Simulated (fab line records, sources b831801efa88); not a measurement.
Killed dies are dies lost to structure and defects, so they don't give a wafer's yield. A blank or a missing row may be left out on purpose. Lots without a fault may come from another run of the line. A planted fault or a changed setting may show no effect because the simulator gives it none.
Which tool did it? | flow sky130 | 24 lots, 72 wafers sampled, at 6 steps of a route of 708

WHAT THE GAUGES READ, wafer by wafer
SKY_PWDE_TW_MEAS_10.
lot  | measured    | on            | PWDE_TW
L074 | day 3 17:19 | film_metro-04 | 369.1 370.0 368.9
L075 | day 4 04:52 | film_metro-04 | 373.6 371.4 373.9
L076 | day 4 06:34 | film_metro-01 | 374.3 373.9 372.5
L077 | day 4 13:45 | film_metro-03 | 372.1 372.2 374.3
L078 | day 4 16:31 | film_metro-04 | 370.2 367.5 367.1
L080 | day 5 07:36 | film_metro-04 | 372.9 371.1 373.6
L079 | day 5 07:57 | film_metro-04 | 372.5 370.9 371.0
L081 | day 5 16:21 | film_metro-04 | 369.8 371.8 373.5
L082 | day 5 20:31 | film_metro-04 | 371.3 372.2 373.2
L083 | day 6 02:25 | film_metro-04 | 371.6 369.4 372.8
L084 | day 6 05:16 | film_metro-04 | 372.8 371.2 371.7
L085 | day 6 15:10 | film_metro-01 | 368.8 372.3 371.1
L086 | day 6 18:02 | film_metro-01 | 372.6 372.6 373.4
L087 | day 6 22:57 | film_metro-03 | 374.9 372.4 374.4
L088 | day 7 02:57 | film_metro-01 | 372.8 370.8 370.8
L089 | day 7 09:30 | film_metro-03 | 373.5 373.8 375.4
L090 | day 7 14:52 | film_metro-01 | 371.0 369.6 373.4
L091 | day 7 21:28 | film_metro-01 | 370.9 370.7 370.9
L092 | day 8 01:19 | film_metro-01 | 373.4 371.7 374.2
L093 | day 8 10:01 | film_metro-04 | 369.1 372.0 371.0
L094 | day 8 14:28 | film_metro-04 | 372.3 374.1 371.5
L095 | day 8 18:57 | film_metro-03 | 374.9 373.2 373.3
L096 | day 8 22:06 | film_metro-01 | 373.4 373.5 374.4
L097 | day 9 05:25 | film_metro-03 | 376.7 376.1 376.7

SKY_VIA2_BOW_MEAS_03.
lot  | measured     | on            | VIA2_BOW (um)
L074 | day 34 23:06 | film_metro-02 | 84 77 85
L075 | day 35 12:47 | film_metro-03 | 91 89 86
L076 | day 35 16:53 | film_metro-03 | 87 93 73
L077 | day 36 07:44 | film_metro-03 | 91 89 88
L078 | day 36 13:10 | film_metro-01 | 85 90 89
L080 | day 37 02:10 | film_metro-03 | 88 89 86
L079 | day 37 13:04 | film_metro-03 | 87 95 84
L081 | day 37 17:40 | film_metro-03 | 85 96 88
L082 | day 37 22:59 | film_metro-03 | 95 89 88
L083 | day 38 07:20 | film_metro-03 | 78 88 93
L084 | day 38 13:52 | film_metro-01 | 95 88 85
L085 | day 38 18:44 | film_metro-01 | 91 85 100
L086 | day 39 04:57 | film_metro-02 | 79 94 77
L087 | day 39 06:59 | film_metro-01 | 82 90 94
L088 | day 39 18:04 | film_metro-03 | 88 91 80
L089 | day 40 01:35 | film_metro-01 | 89 98 88
L090 | day 40 07:55 | film_metro-03 | 96 85 101
L091 | day 40 15:13 | film_metro-02 | 78 72 85
L092 | day 40 22:28 | film_metro-03 | 84 71 92
L093 | day 41 02:03 | film_metro-03 | 79 79 84
L094 | day 41 17:17 | film_metro-02 | 93 97 98
L095 | day 41 19:24 | film_metro-03 | 96 98 88
L096 | day 41 20:39 | film_metro-03 | 94 84 82
L097 | day 42 01:38 | film_metro-03 | 78 81 92

SKY_METAL3_CD_MEAS_13: target cd 300 nm.
lot  | measured     | on        | cd_nm (nm)
L074 | day 38 07:20 | cd_sem-02 | 299.1 300.5 302.0
L075 | day 38 21:29 | cd_sem-02 | 303.3 302.8 303.3
L076 | day 39 00:12 | cd_sem-01 | 301.0 301.1 301.6
L077 | day 39 14:29 | cd_sem-02 | 302.8 302.6 301.8
L078 | day 39 20:20 | cd_sem-01 | 298.6 299.1 298.4
L080 | day 40 07:32 | cd_sem-02 | 301.4 299.7 299.8
L079 | day 40 18:10 | cd_sem-01 | 298.6 299.9 299.9
L081 | day 40 23:22 | cd_sem-01 | 299.1 299.3 298.8
L082 | day 41 06:49 | cd_sem-02 | 298.3 299.1 296.5
L083 | day 41 10:33 | cd_sem-02 | 299.0 300.5 300.1
L084 | day 41 17:06 | cd_sem-01 | 298.1 298.1 298.9
L085 | day 41 22:17 | cd_sem-01 | 301.0 300.6 301.6
L086 | day 42 07:18 | cd_sem-02 | 297.2 298.2 300.2
L087 | day 42 10:38 | cd_sem-01 | 297.3 298.6 298.5
L088 | day 42 20:58 | cd_sem-01 | 298.3 297.4 300.3
L089 | day 43 04:16 | cd_sem-02 | 302.2 301.4 301.2
L090 | day 43 09:35 | cd_sem-01 | 302.6 302.0 302.1
L091 | day 43 16:52 | cd_sem-01 | 299.4 299.4 298.4
L092 | day 43 23:11 | cd_sem-01 | 301.5 302.6 302.6
L093 | day 44 03:13 | cd_sem-01 | 300.6 299.8 300.5
L094 | day 44 16:36 | cd_sem-02 | 299.2 298.6 298.6
L095 | day 44 19:07 | cd_sem-02 | 299.8 300.1 301.2
L096 | day 44 19:46 | cd_sem-02 | 302.2 302.2 301.6
L097 | day 45 00:38 | cd_sem-01 | 302.0 303.0 302.6

WHICH TOOL RAN EACH LOT (tool, then ch and the chambers of the sampled wafers, then the start)
lot  | SKY_METAL1_SPUTTER_02        | SKY_VIA1_SPUTTER_20          | SKY_METAL2_SPUTTER_02
L074 | pvd_sputter-01, day 31 10:13 | pvd_sputter-03, day 33 18:21 | pvd_sputter-04, day 33 19:02
L075 | pvd_sputter-02, day 32 00:10 | pvd_sputter-03, day 34 07:52 | pvd_sputter-01, day 34 08:32
L076 | pvd_sputter-02, day 32 04:13 | pvd_sputter-04, day 34 11:25 | pvd_sputter-01, day 34 12:11
L077 | pvd_sputter-01, day 32 18:49 | pvd_sputter-02, day 35 02:07 | pvd_sputter-04, day 35 02:49
L078 | pvd_sputter-01, day 33 00:22 | pvd_sputter-02, day 35 07:52 | pvd_sputter-03, day 35 08:32
L080 | pvd_sputter-02, day 33 14:33 | pvd_sputter-02, day 35 22:32 | pvd_sputter-01, day 35 23:13
L079 | pvd_sputter-04, day 34 00:53 | pvd_sputter-03, day 36 09:00 | pvd_sputter-01, day 36 09:41
L081 | pvd_sputter-01, day 34 05:49 | pvd_sputter-02, day 36 13:54 | pvd_sputter-03, day 36 14:35
L082 | pvd_sputter-01, day 34 11:21 | pvd_sputter-04, day 36 19:17 | pvd_sputter-03, day 36 19:59
L083 | pvd_sputter-04, day 34 20:37 | pvd_sputter-03, day 37 03:32 | pvd_sputter-01, day 37 04:13
L084 | pvd_sputter-01, day 35 02:14 | pvd_sputter-02, day 37 09:41 | pvd_sputter-04, day 37 10:22
L085 | pvd_sputter-01, day 35 07:03 | pvd_sputter-02, day 37 14:37 | pvd_sputter-03, day 37 15:17
L086 | pvd_sputter-02, day 35 16:10 | pvd_sputter-02, day 37 21:58 | pvd_sputter-01, day 37 22:40
L087 | pvd_sputter-01, day 35 22:13 | pvd_sputter-04, day 38 03:21 | pvd_sputter-01, day 38 04:02
L088 | pvd_sputter-04, day 36 09:01 | pvd_sputter-03, day 38 15:41 | pvd_sputter-01, day 38 16:22
L089 | pvd_sputter-01, day 36 16:18 | pvd_sputter-04, day 38 22:38 | pvd_sputter-03, day 38 23:44
L090 | pvd_sputter-01, day 36 21:04 | pvd_sputter-04, day 39 01:59 | pvd_sputter-01, day 39 05:50
L091 | pvd_sputter-02, day 37 05:33 | pvd_sputter-02, day 39 11:13 | pvd_sputter-01, day 39 13:11
L092 | pvd_sputter-04, day 37 14:58 | pvd_sputter-02, day 39 19:52 | pvd_sputter-01, day 39 20:32
L093 | pvd_sputter-01, day 37 19:52 | pvd_sputter-02, day 40 00:21 | pvd_sputter-03, day 40 01:02
L094 | pvd_sputter-01, day 38 09:26 | pvd_sputter-04, day 40 14:36 | pvd_sputter-03, day 40 15:21
L095 | pvd_sputter-02, day 38 12:28 | pvd_sputter-03, day 40 16:42 | pvd_sputter-01, day 40 17:23
L096 | pvd_sputter-01, day 38 14:55 | pvd_sputter-02, day 40 18:19 | pvd_sputter-04, day 40 18:59
L097 | pvd_sputter-01, day 38 19:53 | pvd_sputter-03, day 40 23:14 | pvd_sputter-03, day 40 23:55
- SKY_METAL1_SPUTTER_02: material AlCu, target thk 250 nm, time 13.3 s.
- SKY_VIA1_SPUTTER_20: material TiN, target thk 20 nm, time 80 s.
- SKY_METAL2_SPUTTER_02: material AlCu, target thk 250 nm, time 13.3 s.

WHAT THE TOOLS THEMSELVES READ (means of the sampled wafers that have a number; where no wafer has one, the mark that the record gives instead)
SKY_METAL1_SPUTTER_02.
lot  | tool           | throttle_valve_pct (%)
L074 | pvd_sputter-01 | 30.0
L075 | pvd_sputter-02 | 29.7
L076 | pvd_sputter-02 | 30.2
L077 | pvd_sputter-01 | 30.4
L078 | pvd_sputter-01 | 30.3
L080 | pvd_sputter-02 | 29.6
L079 | pvd_sputter-04 | 30.6
L081 | pvd_sputter-01 | 29.6
L082 | pvd_sputter-01 | 30.0
L083 | pvd_sputter-04 | 31.0
L084 | pvd_sputter-01 | 28.7
L085 | pvd_sputter-01 | 28.9
L086 | pvd_sputter-02 | 29.0
L087 | pvd_sputter-01 | 28.9
L088 | pvd_sputter-04 | 30.5
L089 | pvd_sputter-01 | 28.6
L090 | pvd_sputter-01 | 30.3
L091 | pvd_sputter-02 | 29.7
L092 | pvd_sputter-04 | 30.5
L093 | pvd_sputter-01 | 29.4
L094 | pvd_sputter-01 | 30.1
L095 | pvd_sputter-02 | 30.0
L096 | pvd_sputter-01 | 30.1
L097 | pvd_sputter-01 | 30.3

SKY_VIA1_SPUTTER_20.
lot  | tool           | throttle_valve_pct (%)
L074 | pvd_sputter-03 | 30.5
L075 | pvd_sputter-03 | 30.7
L076 | pvd_sputter-04 | 30.7
L077 | pvd_sputter-02 | 30.1
L078 | pvd_sputter-02 | 30.2
L080 | pvd_sputter-02 | 30.2
L079 | pvd_sputter-03 | 30.5
L081 | pvd_sputter-02 | 30.1
L082 | pvd_sputter-04 | 30.3
L083 | pvd_sputter-03 | 30.8
L084 | pvd_sputter-02 | 30.0
L085 | pvd_sputter-02 | 30.1
L086 | pvd_sputter-02 | 29.1
L087 | pvd_sputter-04 | 30.7
L088 | pvd_sputter-03 | 30.6
L089 | pvd_sputter-04 | 30.5
L090 | pvd_sputter-04 | 30.6
L091 | pvd_sputter-02 | 30.0
L092 | pvd_sputter-02 | 29.1
L093 | pvd_sputter-02 | 29.5
L094 | pvd_sputter-04 | 30.5
L095 | pvd_sputter-03 | 30.5
L096 | pvd_sputter-02 | 30.1
L097 | pvd_sputter-03 | 30.6

SKY_METAL2_SPUTTER_02.
lot  | tool           | throttle_valve_pct (%)
L074 | pvd_sputter-04 | 30.3
L075 | pvd_sputter-01 | 30.1
L076 | pvd_sputter-01 | 29.1
L077 | pvd_sputter-04 | 30.2
L078 | pvd_sputter-03 | 30.3
L080 | pvd_sputter-01 | 30.1
L079 | pvd_sputter-01 | 29.2
L081 | pvd_sputter-03 | 30.5
L082 | pvd_sputter-03 | 30.1
L083 | pvd_sputter-01 | 29.3
L084 | pvd_sputter-04 | 30.7
L085 | pvd_sputter-03 | 30.1
L086 | pvd_sputter-01 | 31.0
L087 | pvd_sputter-01 | 29.6
L088 | pvd_sputter-01 | 29.6
L089 | pvd_sputter-03 | 30.3
L090 | pvd_sputter-01 | 30.0
L091 | pvd_sputter-01 | 29.5
L092 | pvd_sputter-01 | 29.0
L093 | pvd_sputter-03 | 30.9
L094 | pvd_sputter-03 | 30.5
L095 | pvd_sputter-01 | 29.7
L096 | pvd_sputter-04 | 30.2
L097 | pvd_sputter-03 | 30.2

THE ANSWER, worked out from the rows above alone
Rule: what is usual is taken from the lots themselves. Put in order of their means at a reading, lots are off if they are a third of the lots or fewer, leave a main group of 4 or more, and stand apart from it by a gap of 3 or more times the standard deviation of the main group's means; of several such gaps the widest counts. A main group whose means are all the same, to the digits that the tables above print for the reading, isn't used. A lot without any number at a reading at which 4 lots or more have one is off too. The other lots that the step has rows for count as sound. The gauges are gone through in route order, then the tools' own readings, and for those a lot's mean is taken as printed above. The first step at which some lot is off is used, and at that step the reading that is off furthest; a lot without a number counts as furthest.
No lot is off at any reading shown: from this, nothing can be told.

WHAT THE SIMULATOR HAD PUT IN
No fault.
